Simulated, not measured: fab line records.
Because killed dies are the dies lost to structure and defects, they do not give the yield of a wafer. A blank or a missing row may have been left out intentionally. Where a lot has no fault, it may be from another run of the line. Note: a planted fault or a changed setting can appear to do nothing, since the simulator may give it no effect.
fab line records	flow sky130
record: lots: 11	wafers: 33	last-day: 50
route steps=708 shown LDD_HVP@286 CONTACT@421 METAL1@438
lots with no fault: from the same line, run without faults
start-h: hours from the record's opening day to when the first of the lot's shown wafers began	wait-h: hours elapsed since this lot's preceding step	" same as the row above	L1.1+2: several wafers, shown together as one row	- value missing, or start not given	* or withheld: withheld	< > ~ a bound
route shown NAME@n: names a module that has steps shown in the file, with the first one's number in the route	usual: the fault-free wafers' mean and standard deviation	same: alike in all rows	chamber/n: place in a boat	sites: each site's reading	_std_site: standard deviation across them	_edge_site: inner sites' mean taken away from outer sites' mean	radius-mm: for every site, how far away it sits from the centre of the wafer	mask NAME#n: copy n	behind: the last tool/chamber to shape the wafer	hold: the reason the lot was held/the length of the hold in hours/how it ended	device: the n, p or np transistor that did not switch	end of line: the route-end tests of the same wafers	where a step has no rows: the recipe by itself	killed: not the wafer's yield, but the dies lost to structure and defects at the first sort	map: shows each die of a wafer: x if killed, . if not, _ if none is there
set.NAME: the setting as run; set.NAME@STEP: as run at that earlier step	model.NAME: the simulator's own value behind a step, which no gauge read
the route's steps for a sample of lots (tables are steps, rows are wafers)
services: from which hour (start-h, from the record's first day; less than 0 if before it) a tool's chamber was out of use, for how many hours, and why
== steps ==
step: SKY_LDD_HVP_IMPLANT_08
recipe: species: B	energy-kev: 20	dose-cm2: 1.7e+13	tilt-deg: 17.9
usual: beam-energy-keV: 20.000/0.0055	dose-ions-cm2: 1.6994e+13/1.9e+10	end-station-pressure-torr: 5.06e-06/2.7e-07	faraday-current-uA: 95.8/1.9
lot.wafer	tool	chamber	start-h	wait-h	beam-energy-keV	dose-ions-cm2	end-station-pressure-torr	faraday-current-uA
L793.2	implanter-03	0	492.32	0.0	19.999	1.6977e+13	5.3e-06	95.6
L793.4	"	0	"	"	20.008	1.6993e+13	5.02e-06	93.7
L793.5	"	0	"	"	20.001	1.7037e+13	5.28e-06	98.8
L797.1	implanter-02	0	539.19	0.0	20.008	1.6996e+13	4.92e-06	97.3
L797.5	"	0	"	"	20.001	1.6993e+13	4.82e-06	95.5
L797.6	"	0	"	"	19.998	1.6968e+13	5.49e-06	94.6
L799.1	implanter-04	0	557.69	0.0	19.996	1.6992e+13	4.77e-06	97.9
L799.4	"	0	"	"	20.005	1.702e+13	4.75e-06	93.6
L799.5	"	0	"	"	20.000	1.7e+13	4.92e-06	97.8
L800.2	implanter-02	0	569.42	0.0	19.988	1.7013e+13	5.08e-06	92.9
L800.5	"	0	"	"	19.998	1.6995e+13	5.16e-06	95.7
L800.6	"	0	"	"	19.993	1.7009e+13	5.1e-06	92.1
L805.1	implanter-04	0	606.17	0.0	19.997	1.6999e+13	4.49e-06	95.1
L805.5	"	0	"	"	19.998	1.696e+13	5.23e-06	100.8
L805.6	"	0	"	"	20.000	1.6989e+13	4.99e-06	94.2
L808.3	implanter-02	0	634.75	0.1	20.007	1.7003e+13	4.91e-06	94.1
L808.5	"	0	"	"	20.004	1.6974e+13	5.22e-06	93.4
L808.6	"	0	"	"	20.005	1.7003e+13	4.75e-06	95.5
L810.2	implanter-03	0	646.57	0.0	19.996	1.7004e+13	4.88e-06	96.4
L810.4	"	0	"	"	19.992	1.704e+13	5.44e-06	94.2
L810.6	"	0	"	"	20.006	1.7009e+13	5.03e-06	97.0
L811.1	implanter-02	0	657.32	0.0	25.099	1.6995e+13	5.2e-06	96.3
L811.4	"	0	"	"	25.098	1.6994e+13	5.18e-06	96.0
L811.5	"	0	"	"	25.100	1.6984e+13	5.08e-06	94.3
L812.1	implanter-02	0	659.47	0.0	25.093	1.698e+13	5.4e-06	95.4
L812.3	"	0	"	"	25.094	1.6973e+13	4.66e-06	94.3
L812.6	"	0	"	"	25.103	1.699e+13	4.56e-06	94.6
L813.2	implanter-02	0	664.64	0.0	25.101	1.7017e+13	4.68e-06	93.8
L813.3	"	0	"	"	25.097	1.7005e+13	5.17e-06	97.6
L813.5	"	0	"	"	25.103	1.6996e+13	4.76e-06	98.5
L816.1	implanter-04	0	702.20	0.0	20.000	1.701e+13	4.59e-06	95.5
L816.4	"	0	"	"	19.998	1.6995e+13	5.28e-06	98.5
L816.6	"	0	"	"	19.991	1.6978e+13	5.06e-06	95.3
step: SKY_LDD_HVP_TW_MEAS_10
usual: LDD_HVP_TW: 454/4
lot.wafer	tool	chamber	start-h	wait-h	hold	LDD_HVP_TW
L793.2	film-metro-03	-	492.56	0.1	-	451
L793.4	"	-	"	"	-	451
L793.5	"	-	"	"	-	453
L797.1	film-metro-01	-	539.44	0.1	-	456
L797.5	"	-	"	"	-	460
L797.6	"	-	"	"	-	458
L799.1	film-metro-03	-	557.94	0.1	-	449
L799.4	"	-	"	"	-	449
L799.5	"	-	"	"	-	448
L800.2	film-metro-03	-	569.65	0.1	-	449
L800.5	"	-	"	"	-	449
L800.6	"	-	"	"	-	450
L805.1	film-metro-01	-	606.42	0.1	-	457
L805.5	"	-	"	"	-	458
L805.6	"	-	"	"	-	456
L808.3	film-metro-04	-	634.97	0.1	-	455
L808.5	"	-	"	"	-	450
L808.6	"	-	"	"	-	453
L810.2	film-metro-03	-	646.80	0.1	-	445
L810.4	"	-	"	"	-	446
L810.6	"	-	"	"	-	446
L811.1	film-metro-03	-	657.57	0.1	await-dispo/0.2h/release	471
L811.4	"	-	"	"	await-dispo/0.2h/release	472
L811.5	"	-	"	"	await-dispo/0.2h/release	472
L811.1	film-metro-03	-	657.79	0.2	-	471
L811.4	"	-	"	"	-	472
L811.5	"	-	"	"	-	472
L812.1	film-metro-01	-	659.72	0.1	await-dispo/0.2h/release	478
L812.3	"	-	"	"	await-dispo/0.2h/release	478
L812.6	"	-	"	"	await-dispo/0.2h/release	478
L812.1	film-metro-01	-	659.94	0.2	-	478
L812.3	"	-	"	"	-	481
L812.6	"	-	"	"	-	476
L813.2	film-metro-03	-	664.88	0.1	await-dispo/0.2h/release	470
L813.3	"	-	"	"	await-dispo/0.2h/release	472
L813.5	"	-	"	"	await-dispo/0.2h/release	473
L813.2	film-metro-03	-	665.17	0.3	-	473
L813.3	"	-	"	"	-	474
L813.5	"	-	"	"	-	471
L816.1	film-metro-04	-	702.45	0.1	-	455
L816.4	"	-	"	"	-	454
L816.6	"	-	"	"	-	454
step: SKY_CONTACT_OVL_MEAS_15
usual: CONTACT_OVL: -1/5.9
lot.wafer	tool	chamber	start-h	wait-h	CONTACT_OVL[nm]
L793.2	overlay-01	-	735.73	0.1	-2
L793.4	"	-	"	"	-5
L793.5	"	-	"	"	-9
L797.1	overlay-01	-	777.13	0.1	5
L797.5	"	-	"	"	8
L797.6	"	-	"	"	11
L799.1	overlay-02	-	790.63	0.1	-17
L799.4	"	-	"	"	-8
L799.5	"	-	"	"	-11
L800.2	overlay-02	-	802.94	0.1	-14
L800.5	"	-	"	"	-6
L800.6	"	-	"	"	-8
L805.1	overlay-02	-	835.63	0.1	0
L805.5	"	-	"	"	1
L805.6	"	-	"	"	4
L808.3	overlay-01	-	861.39	0.1	-1
L808.5	"	-	"	"	-6
L808.6	"	-	"	"	-4
L810.2	overlay-02	-	872.44	0.1	2
L810.4	"	-	"	"	2
L810.6	"	-	"	"	7
L811.1	overlay-01	-	881.20	0.1	1
L811.4	"	-	"	"	0
L811.5	"	-	"	"	-6
L812.1	overlay-01	-	884.35	0.1	-2
L812.3	"	-	"	"	-2
L812.6	"	-	"	"	0
L813.2	overlay-02	-	887.09	0.1	3
L813.3	"	-	"	"	7
L813.5	"	-	"	"	1
L816.1	overlay-02	-	923.18	0.1	0
L816.4	"	-	"	"	4
L816.6	"	-	"	"	5
step: SKY_CONTACT_ETCH_16
recipe: chemistry: N2/H2	target: BARC	ion-energy-ev: 200	source-w: 500	bias-w: 100	pressure-mtorr: 30	n2-flow-sccm: 100	h2-flow-sccm: 200	stop-on: SiO2	time-s: 45.9	target-depth-a: 600
usual: drypump-motor-current-A: 5.8/0.3	oes-product-au: 0.854/0.0047	rf-fwd-power-W: 494.7/2.2	throttle-valve-pct: 13.224/0.0094
lot.wafer	tool	chamber	start-h	wait-h	drypump-motor-current-A	oes-product-au	rf-fwd-power-W	rf-hours-counter-h	throttle-valve-pct
L793.2	rie-diel-02	1	735.76	0.0	6.0	0.850	492.0	13	13.232
L793.4	"	2	"	"	5.7	0.852	495.7	22	13.216
L793.5	"	3	"	"	6.2	0.850	496.4	-	13.224
L797.1	rie-diel-02	3	777.16	0.0	6.2	0.855	498.3	12	13.238
L797.5	"	0	"	"	5.7	0.858	496.2	-	13.237
L797.6	"	1	"	"	6.0	0.852	492.4	-	13.226
L799.1	rie-diel-02	2	790.67	0.0	5.8	0.862	496.6	24	13.229
L799.4	"	0	"	"	5.7	0.859	497.2	11	13.220
L799.5	"	1	"	"	6.0	0.847	491.7	-	13.222
L800.2	rie-diel-01	1	802.97	0.0	5.4	0.853	491.4	22	13.246
L800.5	"	1	"	"	5.4	0.861	490.9	-	13.225
L800.6	"	2	"	"	5.5	0.849	495.2	-	13.208
L805.1	rie-diel-01	1	835.66	0.0	5.4	0.851	491.4	23	13.219
L805.5	"	0	"	"	5.6	0.850	492.7	-	13.216
L805.6	"	1	"	"	5.4	0.850	491.2	-	13.232
L808.3	rie-diel-02	1	861.42	0.0	6.0	0.852	493.2	17	13.221
L808.5	"	2	"	"	5.7	0.852	496.8	-	13.231
L808.6	"	1	"	"	6.0	0.851	496.1	-	13.231
L810.2	rie-diel-03	2	872.47	0.0	6.1	0.854	496.0	0	13.220
L810.4	"	3	"	"	5.3	0.853	495.5	13	13.236
L810.6	"	0	"	"	6.1	0.851	496.3	-	13.223
L811.1	rie-diel-02	2	881.24	0.0	5.7	0.850	496.6	26	13.233
L811.4	"	0	"	"	5.7	0.851	494.9	14	13.212
L811.5	"	3	"	"	6.2	0.856	497.2	-	13.230
L812.1	rie-diel-03	1	884.39	0.0	6.4	0.862	495.4	10	13.226
L812.3	"	2	"	"	6.0	0.850	499.3	1	13.223
L812.6	"	3	"	"	5.2	0.857	497.4	-	13.213
L813.2	rie-diel-03	1	887.12	0.0	6.4	0.852	492.7	10	13.231
L813.3	"	0	"	"	6.1	0.859	495.9	28	13.222
L813.5	"	0	"	"	6.1	0.854	495.3	-	13.221
L816.1	rie-diel-02	3	923.22	0.0	6.2	0.857	495.7	16	13.227
L816.4	"	0	"	"	5.7	0.853	495.9	15	13.225
L816.6	"	3	"	"	6.2	0.850	498.5	-	13.227
step: SKY_METAL1_SPUTTER_04
recipe: material: TiN	target-thk-nm: 70	power-w: 6500	time-s: 58.3	chamber-pressure-pa: 0.4
usual: cathode-dc-power-W: 6500.2/1.2	throttle-valve-pct: 30.4/0.69
lot.wafer	tool	chamber	start-h	wait-h	cathode-dc-power-W	throttle-valve-pct
L793.2	pvd-sputter-04	-	737.53	0.0	6499.1	30.6
L793.4	"	-	"	"	6499.2	29.6
L793.5	"	-	"	"	6499.8	30.0
L797.1	pvd-sputter-02	-	778.64	0.0	6497.8	30.5
L797.5	"	-	"	"	6500.2	31.3
L797.6	"	-	"	"	6498.8	30.8
L799.1	pvd-sputter-02	-	792.14	0.0	6501.2	31.1
L799.4	"	-	"	"	6499.1	30.5
L799.5	"	-	"	"	6500.9	30.6
L800.2	pvd-sputter-04	-	804.47	0.0	6500.7	30.6
L800.5	"	-	"	"	6500.0	30.0
L800.6	"	-	"	"	6501.6	29.6
L805.1	pvd-sputter-04	-	837.14	0.0	6497.8	30.2
L805.5	"	-	"	"	6503.6	29.9
L805.6	"	-	"	"	6501.8	29.6
L808.3	pvd-sputter-02	-	862.88	0.0	6500.3	30.7
L808.5	"	-	"	"	6501.5	30.0
L808.6	"	-	"	"	6501.0	31.1
L810.2	pvd-sputter-02	-	874.03	0.0	6500.3	30.3
L810.4	"	-	"	"	6499.8	30.0
L810.6	"	-	"	"	6501.5	31.2
L811.1	pvd-sputter-01	-	882.83	0.0	6499.7	27.7
L811.4	"	-	"	"	6501.5	31.3
L811.5	"	-	"	"	6498.6	30.2
L812.1	pvd-sputter-01	-	886.21	0.0	6500.3	29.8
L812.3	"	-	"	"	6501.2	31.4
L812.6	"	-	"	"	6501.1	29.7
L813.2	pvd-sputter-02	-	888.62	0.0	6498.0	31.2
L813.3	"	-	"	"	6499.0	30.4
L813.5	"	-	"	"	6501.1	30.0
L816.1	pvd-sputter-04	-	924.69	0.0	6500.1	29.9
L816.4	"	-	"	"	6500.4	30.1
L816.6	"	-	"	"	6496.7	30.0
== services ==
tool	chamber	start-h	hours	kind
pvd-sputter-02	-	469.19	4.8	repair
pvd-sputter-02	-	472.03	5.1	repair
implanter-04	-	475.28	1.4	repair
rie-diel-03	0	480.96	4.8	repair
implanter-04	-	485.54	11.1	repair
implanter-02	-	486.14	4.9	pm
rie-diel-03	-	502.09	0.9	repair
implanter-02	-	509.15	1.8	repair
rie-diel-02	-	527.59	0.2	repair
rie-diel-03	1	531.28	1.7	repair
implanter-04	-	540.93	0.9	repair
rie-diel-02	3	541.71	14.7	repair
implanter-02	-	574.09	1.4	repair
rie-diel-02	0	582.54	2.9	repair
implanter-02	-	585.12	6.6	repair
pvd-sputter-02	-	605.07	57.9	repair
implanter-02	-	614.53	7.2	repair
pvd-sputter-04	-	812.25	5.8	repair
rie-diel-02	3	819.72	7.0	repair
rie-diel-02	2	837.86	4.6	repair
pvd-sputter-04	-	859.06	4.7	repair
implanter-02	-	881.41	2.5	repair
rie-diel-02	-	889.46	14.6	pm
rie-diel-02	3	913.22	3.4	repair
== key ==
first-sign: step: SKY_LDD_HVP_IMPLANT_08	reading: beam-energy-keV	direction: up	sigmas: 99+	usual: *	struck: *
effect: step: SKY_LDD_HVP_TW_MEAS_10	reading: visit	direction: added
met-at SKY_LDD_HVP_IMPLANT_08
struck-lots L811,L812,L813
tester-left-out L811,L812,L813
not-acting-at SKY_CONTACT_OVL_MEAS_15,SKY_CONTACT_ETCH_16,SKY_METAL1_SPUTTER_04
onset-between 634.75 657.32
fault: kind: process-parameter-drift	tool: implanter-02	chamber: -	onset-h: 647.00	steps: SKY_LDD_HVP_IMPLANT_08	channel: energy-kev	offset: *	shape: step	end-h: 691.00	acts-in: *	stated: *
tester-left-out: of these lots the tester's yield and bins aren't shown, on N5 and GAA mostly nor the transistor test; their killed dies are dies lost to structure and defects alone, not to doping, threshold or leakage, so they don't give the yield
